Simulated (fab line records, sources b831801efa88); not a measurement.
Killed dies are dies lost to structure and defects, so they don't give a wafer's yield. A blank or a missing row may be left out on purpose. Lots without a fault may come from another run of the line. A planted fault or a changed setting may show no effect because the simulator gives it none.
Chamber matching | flow gf180mcu | GF_M5_ETCH_09 on rie_diel-04: 4 sister chambers
The step etches Si3N4 in CF4/O2, target depth 52 nm, time 11.6 s. 4 wafers are shown with their chamber, then 10 later ones without.

WAFERS WITH THEIR CHAMBER
wafer  | chamber | drypump_motor_current_A (A)
L085.2 | 3       | 6.7
L085.5 | 1       | 6.1
L086.2 | 0       | 5.3
L086.3 | 2       | 5.9

WAFERS WITHOUT THEIR CHAMBER
wafer  | drypump_motor_current_A (A)
L086.6 | 5.2
L089.4 | 6.7
L089.5 | 5.9
L089.6 | 6.7
L092.2 | 6.7
L092.5 | 5.3
L092.6 | 6.7
L095.1 | 6.7
L095.2 | 6.1
L095.6 | 6.1

WHICH CHAMBER EACH WENT THROUGH
wafer  | from the rows above | in truth
L086.6 | 0                   | 0
L089.4 | 3                   | 3
L089.5 | 2                   | 2
L089.6 | 3                   | 3
L092.2 | 3                   | 3
L092.5 | 0                   | 0
L092.6 | 3                   | 3
L095.1 | 3                   | 3
L095.2 | 1                   | 1
L095.6 | 1                   | 1
Placed correctly: 10 of 10. Can't be placed from these rows: 0. Placed wrongly: 0.
How it was worked out, from the rows above alone: a wafer's distance from a chamber is the root of the sum, over the readings, of the square of ((its reading less the chamber's mean) divided by the reading's scatter). The wafer belongs to the nearest chamber; if the next one is less than 2 further off, it can't be placed. A chamber's mean is the mean of its shown wafers. The scatter: with one shown wafer a chamber, the root of the mean of the squares of how far each hidden wafer lies from its nearest shown one.
